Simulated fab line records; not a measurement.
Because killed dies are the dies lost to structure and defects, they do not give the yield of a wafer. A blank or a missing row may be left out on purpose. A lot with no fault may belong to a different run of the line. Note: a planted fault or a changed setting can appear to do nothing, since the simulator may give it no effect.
fab line records	flow sfqLine
[record] lots = 14	wafers = 42	lastDay = 96
route steps=325 shown I5@236 M6@262 I6@267
lots that met no fault: from a run of the same line without faults
startH: start of the lot's first displayed wafer, in hours after the record's first day	waitH: time in hours since the lot's previous step	" same as the row above	L1.1+2: a single row standing in for several wafers	- either no value or no given start	* or withheld: withheld	< > ~ a bound
route shown NAME@n: names a module that has steps shown in the file, with the first one's number in the route	usual: mean and standard deviation over wafers with no fault	same: alike in all rows	chamber/n: place in a boat	sites: each site's reading	_std_site: how widely they spread, as a standard deviation	_edge_site: inner sites' mean taken away from outer sites' mean	radiusMm: how far each site lies from the wafer's centre	mask NAME#n: copy n	behind: the tool/chamber that last shaped the wafer	hold: cause of the lot's hold/its duration in hours/its outcome	device: transistor that didn't switch, given as n, p or np	end of line: tests of these same wafers at the route's end	a step given without rows: its recipe and nothing more	killed: at the first sort, the dies lost to defects and structure; wafer yield is something else	map: a wafer's dies, marking killed ones x, the rest . and places with no die _
set.NAME: the setting that was run; set.NAME@STEP: the one run at that earlier step	model.NAME: the simulator's own value behind a step, which no gauge read
steps of the route over a sample of lots; a table a step, a row a wafer
services: from which hour (startH, from the record's first day; less than 0 if before it) a tool's chamber was out of use, for how many hours, and why
[[steps]]
[step SFQ_TRILAYER_I5_BARC_OPEN_VIA_ETCH_200]
[recipe] maskMaterial = PR	chemistry = O2	targetDepthNm = 125	target = BARC	sourceW = 500	biasW = 80	pressureMtorr = 30	timeS = 41.7
[usual] chamberPressureMTorr = 29.997/0.026	drypumpMotorCurrentA = 5.9/0.4	oesProductAu = 0.685/0.0047
lot.wafer	tool	chamber	startH	waitH	chamberPressureMTorr	drypumpMotorCurrentA	oesProductAu	rfHoursCounterH
L105.1	rieDiel-03	1	1590.77	0.0	29.987	5.5	0.685	15
L105.5	"	1	"	"	30.008	5.5	0.680	-
L105.6	"	2	"	"	30.001	6.5	0.687	-
L106.1	rieDiel-01	3	1596.77	0.0	29.993	5.3	0.690	17
L106.5	"	3	"	"	29.952	5.3	0.676	-
L106.6	"	0	"	"	30.070	5.4	0.691	-
L107.2	rieDiel-01	1	1608.90	0.0	30.001	5.9	0.681	10
L107.3	"	0	"	"	30.008	5.5	0.690	15
L107.4	"	2	"	"	30.007	6.1	0.692	12
L108.1	rieDiel-03	0	1620.87	0.0	29.944	6.4	0.682	8
L108.2	"	1	"	"	29.986	5.5	0.682	15
L108.5	"	2	"	"	29.963	6.5	0.685	-
L110.1	rieDiel-01	0	1640.07	0.0	29.994	5.4	0.690	16
L110.4	"	3	"	"	30.009	5.3	0.679	18
L110.6	"	2	"	"	30.002	6.1	0.680	-
L111.3	rieDiel-01	3	1650.06	0.0	30.028	5.3	0.684	18
L111.4	"	1	"	"	29.990	5.9	0.688	-
L111.6	"	2	"	"	29.994	6.2	0.690	-
L112.1	rieDiel-01	1	1663.26	0.0	30.066	6.0	0.686	10
L112.5	"	1	"	"	30.014	6.0	0.688	-
L112.6	"	0	"	"	29.993	5.4	0.687	-
L114.1	rieDiel-01	2	1675.26	0.0	30.078	6.1	0.684	13
L114.4	"	3	"	"	29.970	5.3	0.687	18
L114.6	"	2	"	"	30.045	6.1	0.688	-
L115.2	rieDiel-01	3	1682.46	0.0	29.994	5.3	0.686	19
L115.5	"	1	"	"	29.969	6.0	0.682	-
L115.6	"	0	"	"	29.983	5.5	0.689	-
L117.1	rieDiel-03	0	1694.54	0.0	30.018	6.4	0.692	10
L117.4	"	3	"	"	30.015	6.2	0.679	18
L117.6	"	1	"	"	30.012	5.4	0.687	-
L119.4	rieDiel-01	1	1718.54	0.0	29.969	5.9	0.678	11
L119.5	"	2	"	"	29.991	6.1	0.682	-
L119.6	"	3	"	"	29.981	5.3	0.690	-
L121.1	rieDiel-03	2	1731.87	0.0	30.015	6.5	0.688	13
L121.2	"	3	"	"	29.960	6.2	0.675	19
L121.4	"	1	"	"	30.000	5.5	0.685	18
L122.1	rieDiel-02	2	1736.67	0.0	30.002	6.2	0.680	14
L122.2	"	0	"	"	29.976	6.1	0.688	17
L122.6	"	0	"	"	29.998	6.1	0.686	-
L128.2	rieDiel-01	2	1895.46	0.0	29.924	6.1	0.683	16
L128.5	"	2	"	"	29.983	6.1	0.685	-
L128.6	"	3	"	"	29.948	5.3	0.694	-
[step SFQ_TRILAYER_M6_BARC_OPEN_METAL_ETCH_206]
[recipe] maskMaterial = PR	chemistry = O2	targetDepthNm = 125	target = BARC	icpW = 600	biasW = 80	pressureMtorr = 10	timeS = 41.7
[usual] chamberPressureMTorr = 9.999/0.0088	drypumpMotorCurrentA = 5.97/0.3	oesProductAu = 0.684/0.0048
lot.wafer	tool	chamber	startH	waitH	chamberPressureMTorr	drypumpMotorCurrentA	oesProductAu	rfHoursCounterH
L105.1	rieMetal-01	1	1729.47	0.0	10.008	5.88	0.681	68
L105.5	"	0	"	"	10.012	5.59	0.682	-
L105.6	"	1	"	"	10.001	5.88	0.693	-
L106.1	rieMetal-01	0	1734.27	0.0	9.995	5.66	0.682	30
L106.5	"	1	"	"	9.994	5.87	0.679	-
L106.6	"	0	"	"	9.999	5.65	0.680	-
L107.2	rieMetal-04	0	1741.47	0.0	9.990	5.72	0.681	85
L107.3	"	1	"	"	9.983	6.39	0.679	-
L107.4	"	0	"	"	10.005	5.69	0.689	-
L108.1	rieMetal-03	1	1749.87	0.0	9.997	5.82	0.683	126
L108.2	"	0	"	"	9.988	6.35	0.687	43
L108.5	"	1	"	"	10.004	5.84	0.684	-
L110.1	rieMetal-01	0	1769.07	0.0	9.992	5.62	0.686	35
L110.4	"	1	"	"	10.005	5.86	0.690	-
L110.6	"	0	"	"	10.004	5.64	0.690	-
L111.3	rieMetal-01	1	1785.88	0.0	9.997	5.87	0.678	-
L111.4	"	0	"	"	9.996	5.66	0.697	-
L111.6	"	0	"	"	10.006	5.62	0.676	-
L112.1	rieMetal-03	0	1799.33	0.0	10.009	6.34	0.686	52
L112.5	"	0	"	"	9.988	6.35	0.686	-
L112.6	"	0	"	"	10.002	6.33	0.682	-
L114.1	rieMetal-01	0	1804.63	0.0	9.999	5.63	0.687	40
L114.4	"	1	"	"	10.002	5.88	0.683	-
L114.6	"	0	"	"	10.000	5.64	0.684	-
L115.2	rieMetal-03	1	1805.83	0.0	10.006	5.82	0.683	1
L115.5	"	1	"	"	10.008	5.84	0.678	-
L115.6	"	0	"	"	10.001	6.33	0.684	-
L117.1	rieMetal-03	0	1914.73	0.0	10.006	6.33	0.686	70
L117.4	"	1	"	"	10.008	5.82	0.686	-
L117.6	"	0	"	"	9.984	6.34	0.694	-
L119.4	rieMetal-01	0	1938.75	0.0	9.988	5.66	0.678	-
L119.5	"	0	"	"	9.989	5.65	0.688	-
L119.6	"	1	"	"	9.999	5.88	0.680	-
L121.1	rieMetal-04	1	1949.53	0.0	10.012	6.37	0.682	74
L121.2	"	0	"	"	9.999	5.69	0.681	112
L121.4	"	0	"	"	10.009	5.70	0.685	-
L122.1	rieMetal-01	1	1950.73	0.0	9.992	5.88	0.689	91
L122.2	"	0	"	"	10.016	5.64	0.684	61
L122.6	"	1	"	"	9.991	5.91	0.682	-
L128.2	rieMetal-03	1	2006.29	0.0	10.000	5.80	0.687	31
L128.5	"	1	"	"	9.991	5.80	0.692	-
L128.6	"	0	"	"	9.984	6.35	0.690	-
[step SFQ_TRILAYER_I6_CMP_CMP_166]
[recipe] material = SiO2	downForcePsi = 3	platenRpm = 60	padVelocityMS = 0.94248
[usual] motorCurrentA = 10.1/0.97	slurryFlowMlMin = 150.0/0.53	timeToEndpointS = 216/7
lot.wafer	tool	chamber	startH	waitH	motorCurrentA	slurryFlowMlMin	timeToEndpointS
L105.1	cmp-02	1	1731.05	0.6	11.3	150.1	216
L105.6	"	0	1732.55	2.0	8.8	150.1	222
L105.5	"	1	"	"	11.4	150.9	224
L106.1	cmp-01	0	1735.81	0.5	9.7	150.4	206
L106.5	"	3	1737.31	2.0	10.3	150.5	208
L106.6	"	0	"	"	9.9	150.1	207
L107.4	cmp-01	3	1742.51	0.0	10.0	150.0	220
L107.2	"	0	"	"	10.6	149.9	211
L107.3	"	1	"	"	9.2	150.2	206
L108.1	cmp-01	1	1751.45	0.6	9.9	150.3	202
L108.2	"	2	"	"	10.3	149.8	206
L108.5	"	0	1752.95	2.0	10.1	150.9	213
L110.4	cmp-02	3	1770.11	0.0	9.8	150.4	222
L110.1	"	2	1771.61	1.5	11.1	149.6	213
L110.6	"	3	"	"	9.3	150.8	225
L111.4	cmp-01	0	1787.90	1.0	9.6	150.4	212
L111.3	"	1	"	"	10.1	150.3	207
L111.6	"	3	1789.40	2.5	10.1	150.0	215
L112.1	cmp-01	0	1802.33	1.0	9.3	150.0	216
L112.6	"	2	1803.33	2.0	10.7	150.1	231
L112.5	"	3	"	"	9.4	151.1	220
L114.4	cmp-02	2	1807.55	1.9	11.6	150.4	223
L114.1	"	3	"	"	9.8	150.7	223
L114.6	"	1	1809.05	3.4	11.6	150.0	213
L115.2	cmp-02	0	1810.05	3.0	8.8	149.6	217
L115.6	"	3	1811.55	4.5	9.2	150.0	219
L115.5	"	0	"	"	8.7	150.0	225
L117.1	cmp-01	2	1916.77	1.0	10.9	150.3	207
L117.4	"	3	"	"	10.0	150.2	226
L117.6	"	0	"	"	10.1	148.6	222
L119.4	cmp-01	2	1941.37	1.6	10.6	149.3	195
L119.5	"	0	1942.37	2.6	9.9	149.4	203
L119.6	"	1	"	"	10.1	149.3	200
L121.1	cmp-02	2	1950.57	0.0	11.1	149.6	214
L121.2	"	3	"	"	9.2	149.2	214
L121.4	"	1	1952.07	1.5	11.7	150.1	217
L122.1	cmp-01	0	1952.97	1.2	10.2	149.8	203
L122.2	"	1	"	"	9.5	150.1	203
L122.6	"	3	1954.47	2.7	9.7	150.2	209
L128.2	cmp-01	1	2010.74	3.4	9.4	150.5	214
L128.5	"	2	"	"	10.5	150.3	227
L128.6	"	3	"	"	10.4	150.4	220
[step SFQ_TRILAYER_I6_METRO_MEASURE_167]
[usual] thkNm = 200.1/0.93
lot.wafer	tool	chamber	startH	waitH	thkNm
L105.1	filmMetro-03	-	1733.67	0.1	199.3
L105.5	"	-	"	"	199.8
L105.6	"	-	"	"	200.4
L106.1	filmMetro-04	-	1738.43	0.1	200.0
L106.5	"	-	"	"	199.5
L106.6	"	-	"	"	200.7
L107.2	filmMetro-01	-	1745.83	0.3	199.7
L107.3	"	-	"	"	199.5
L107.4	"	-	"	"	198.9
L108.1	filmMetro-04	-	1754.07	0.1	199.1
L108.2	"	-	"	"	199.6
L108.5	"	-	"	"	199.9
L110.1	filmMetro-01	-	1773.23	0.1	200.8
L110.4	"	-	"	"	201.8
L110.6	"	-	"	"	202.4
L111.3	filmMetro-03	-	1790.42	0.5	201.1
L111.4	"	-	"	"	201.5
L111.6	"	-	"	"	199.6
L112.1	filmMetro-01	-	1804.45	0.1	200.9
L112.5	"	-	"	"	200.0
L112.6	"	-	"	"	201.0
L114.1	filmMetro-03	-	1809.67	0.1	199.7
L114.4	"	-	"	"	199.5
L114.6	"	-	"	"	200.2
L115.2	filmMetro-03	-	1812.87	0.3	200.6
L115.5	"	-	"	"	200.8
L115.6	"	-	"	"	199.8
L117.1	filmMetro-03	-	1918.89	0.1	200.4
L117.4	"	-	"	"	201.1
L117.6	"	-	"	"	200.5
L119.4	filmMetro-01	-	1944.09	0.6	220.0
L119.5	"	-	"	"	220.1
L119.6	"	-	"	"	219.3
L121.1	filmMetro-03	-	1953.69	0.1	199.6
L121.2	"	-	"	"	199.7
L121.4	"	-	"	"	199.9
L122.1	filmMetro-04	-	1955.59	0.1	220.7
L122.2	"	-	"	"	219.9
L122.6	"	-	"	"	219.9
L128.2	filmMetro-03	-	2012.56	0.3	200.8
L128.5	"	-	"	"	201.3
L128.6	"	-	"	"	200.3
[step SFQ_TRILAYER_I6_VIA_BARC_OPEN_VIA_ETCH_235]
[recipe] maskMaterial = PR	chemistry = O2	targetDepthNm = 125	target = BARC	sourceW = 500	biasW = 80	pressureMtorr = 30	timeS = 43.26
[usual] chamberPressureMTorr = 30.00/0.031	drypumpMotorCurrentA = 6.0/0.38	oesProductAu = 0.681/0.0048
lot.wafer	tool	chamber	startH	waitH	chamberPressureMTorr	drypumpMotorCurrentA	oesProductAu	rfHoursCounterH
L105.1	rieDiel-04	3	1824.53	0.0	30.02	5.6	0.680	7
L105.5	"	0	"	"	30.01	6.0	0.681	-
L105.6	"	3	"	"	30.00	5.6	0.673	-
L106.1	rieDiel-03	2	1853.85	0.0	30.02	6.5	0.682	15
L106.5	"	3	"	"	29.98	6.2	0.676	-
L106.6	"	0	"	"	30.00	6.4	0.690	-
L107.2	rieDiel-04	1	1859.85	0.0	29.98	5.3	0.680	14
L107.3	"	0	"	"	30.05	6.0	0.678	19
L107.4	"	3	"	"	29.95	5.6	0.682	-
L108.1	rieDiel-02	3	1863.45	0.0	30.01	6.4	0.689	19
L108.2	"	2	"	"	30.00	6.3	0.677	16
L108.5	"	1	"	"	30.04	5.7	0.678	-
L110.1	rieDiel-04	2	1879.05	0.0	30.04	6.2	0.676	0
L110.4	"	3	"	"	29.99	5.6	0.680	8
L110.6	"	2	"	"	29.95	6.2	0.677	-
L111.3	rieDiel-03	1	1887.45	0.0	30.00	5.5	0.683	20
L111.4	"	3	"	"	29.96	6.2	0.689	2
L111.6	"	0	"	"	29.98	6.4	0.677	-
L112.1	rieDiel-03	0	1899.45	0.0	30.05	6.4	0.674	14
L112.5	"	0	"	"	29.97	6.4	0.678	-
L112.6	"	3	"	"	30.03	6.2	0.685	-
L114.1	rieDiel-04	2	1905.13	0.0	30.04	6.2	0.679	0
L114.4	"	3	"	"	30.01	5.5	0.684	-
L114.6	"	1	"	"	29.98	5.3	0.673	-
L115.2	rieDiel-04	2	1909.93	0.0	30.01	6.3	0.681	0
L115.5	"	3	"	"	29.96	5.5	0.680	-
L115.6	"	0	"	"	29.97	6.0	0.680	-
L117.1	rieDiel-03	3	1923.58	0.0	29.94	6.2	0.684	3
L117.4	"	2	"	"	30.02	6.5	0.684	16
L117.6	"	0	"	"	29.98	6.4	0.684	-
L119.4	rieDiel-03	0	1950.35	0.0	30.02	6.4	0.678	15
L119.5	"	3	"	"	29.97	6.2	0.686	-
L119.6	"	0	"	"	30.04	6.4	0.691	-
L121.1	rieDiel-04	1	1957.55	0.0	30.02	5.3	0.676	16
L121.2	"	0	"	"	30.00	6.0	0.685	1
L121.4	"	2	"	"	30.00	6.2	0.676	1
L122.1	rieDiel-03	1	1959.95	0.0	30.02	5.5	0.689	1
L122.2	"	3	"	"	30.02	6.2	0.678	4
L122.6	"	1	"	"	30.03	5.5	0.686	-
L128.2	rieDiel-02	3	2120.15	0.0	29.96	6.4	0.681	1
L128.5	"	0	"	"	30.00	6.1	0.682	-
L128.6	"	1	"	"	30.00	5.7	0.682	-
[step SFQ_TRILAYER_I6_VIA_ETCH_VIA_ETCH_172]
[recipe] target = SiO2	stopOn = Nb	maskMaterial = PR	taperDeg = 20	chemistry = CHF3	targetDepthNm = 260	sourceW = 500	biasW = 80	pressureMtorr = 30	timeS = withheld
[usual] chamberPressureMTorr = 30.000/0.029	drypumpMotorCurrentA = 6.0/0.38	oesProductAu = 0.854/0.0051
lot.wafer	tool	chamber	startH	waitH	chamberPressureMTorr	drypumpMotorCurrentA	oesProductAu
L105.1	rieDiel-04	3	1824.57	0.0	29.973	5.6	0.846
L105.5	"	0	"	"	30.010	6.0	0.857
L105.6	"	3	"	"	29.959	5.6	0.865
L106.1	rieDiel-03	2	1853.89	0.0	29.930	6.5	0.864
L106.5	"	3	"	"	29.972	6.3	0.852
L106.6	"	0	"	"	30.024	6.4	0.854
L107.2	rieDiel-04	1	1859.89	0.0	30.020	5.3	0.853
L107.3	"	0	"	"	29.993	6.0	0.851
L107.4	"	3	"	"	30.041	5.6	0.851
L108.1	rieDiel-02	3	1863.49	0.0	30.025	6.4	0.852
L108.2	"	2	"	"	30.002	6.3	0.851
L108.5	"	1	"	"	29.982	5.7	0.858
L110.1	rieDiel-04	2	1879.09	0.0	29.982	6.2	0.861
L110.4	"	3	"	"	29.974	5.6	0.860
L110.6	"	2	"	"	30.011	6.2	0.855
L111.3	rieDiel-03	1	1887.49	0.0	29.969	5.5	0.852
L111.4	"	3	"	"	29.993	6.2	0.865
L111.6	"	0	"	"	30.031	6.4	0.854
L112.1	rieDiel-03	0	1899.49	0.0	29.958	6.4	0.848
L112.5	"	0	"	"	29.952	6.4	0.859
L112.6	"	3	"	"	29.947	6.2	0.854
L114.1	rieDiel-04	2	1905.17	0.0	30.016	6.2	0.851
L114.4	"	3	"	"	30.000	5.6	0.851
L114.6	"	1	"	"	30.000	5.3	0.847
L115.2	rieDiel-04	2	1909.97	0.0	29.985	6.2	0.853
L115.5	"	3	"	"	30.006	5.6	0.856
L115.6	"	0	"	"	30.010	6.0	0.856
L117.1	rieDiel-03	3	1923.62	0.0	30.000	6.2	0.855
L117.4	"	2	"	"	30.010	6.5	0.863
L117.6	"	0	"	"	29.981	6.4	0.863
L119.4	rieDiel-03	0	1950.39	0.0	30.003	6.4	0.910
L119.5	"	3	"	"	29.952	6.3	0.901
L119.6	"	0	"	"	29.935	6.4	0.900
L121.1	rieDiel-04	1	1957.59	0.0	29.980	5.3	0.854
L121.2	"	0	"	"	29.986	5.9	0.859
L121.4	"	2	"	"	30.044	6.2	0.862
L122.1	rieDiel-03	1	1959.99	0.0	30.063	5.5	0.897
L122.2	"	3	"	"	30.033	6.2	0.906
L122.6	"	1	"	"	29.964	5.5	0.903
L128.2	rieDiel-02	3	2120.19	0.0	29.998	6.4	0.854
L128.5	"	0	"	"	30.013	6.1	0.858
L128.6	"	1	"	"	29.983	5.7	0.858
[[services]]
tool	chamber	startH	hours	kind
rieDiel-04	-	1584.66	0.7	repair
rieDiel-03	3	1610.17	3.7	repair
rieDiel-04	-	1618.00	2.8	pm
rieDiel-03	1	1622.19	13.3	repair
rieDiel-03	2	1683.82	1.4	repair
rieDiel-03	3	1705.30	2.5	repair
rieDiel-04	3	1715.01	1.3	repair
rieDiel-04	1	1748.40	19.6	repair
rieDiel-03	-	1752.95	0.3	repair
rieDiel-04	1	1769.67	5.1	repair
rieDiel-03	-	1832.42	0.4	repair
rieDiel-03	1	1842.24	1.8	repair
rieDiel-03	1	1863.77	3.5	repair
rieDiel-04	0	1869.19	2.8	repair
rieDiel-03	2	1871.99	2.0	repair
rieDiel-03	0	1941.48	1.9	repair
rieDiel-03	2	1956.04	7.9	repair
rieDiel-03	3	1991.80	4.3	repair
rieDiel-03	2	2015.06	11.5	repair
rieDiel-04	3	2016.60	1.9	repair
rieDiel-03	1	2046.65	9.8	repair
rieDiel-03	3	2059.87	3.9	repair
rieDiel-04	1	2069.95	2.8	repair
rieDiel-04	3	2085.07	5.4	repair
[[key]]
[firstSign] step = SFQ_TRILAYER_I6_CMP_CMP_166	reading = timeToEndpointS	direction = down	sigmas = 2	usual = *	struck = *
[effect] step = SFQ_TRILAYER_I6_METRO_MEASURE_167	reading = thkNm	direction = up	sigmas = 21	usual = 200.1	struck = 220.0
[effect] step = SFQ_TRILAYER_I6_VIA_ETCH_VIA_ETCH_172	reading = oesProductAu	direction = up	sigmas = 9.6	usual = 0.854	struck = 0.903
metAt SFQ_TRILAYER_I6_CMP_CMP_166
struckLots L119,L122
notActingAt SFQ_TRILAYER_I5_BARC_OPEN_VIA_ETCH_200,SFQ_TRILAYER_M6_BARC_OPEN_METAL_ETCH_206,SFQ_TRILAYER_I6_VIA_BARC_OPEN_VIA_ETCH_235
onsetBetween 1916.77 1941.37
[fault] kind = processParameterDrift	tool = cmp-01	chamber = -	onsetH = 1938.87	steps = SFQ_TRILAYER_I6_CMP_CMP_166	channel = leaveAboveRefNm	offset = 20	shape = step	endH = 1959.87	actsIn = theseRecipesOnly	stated = 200
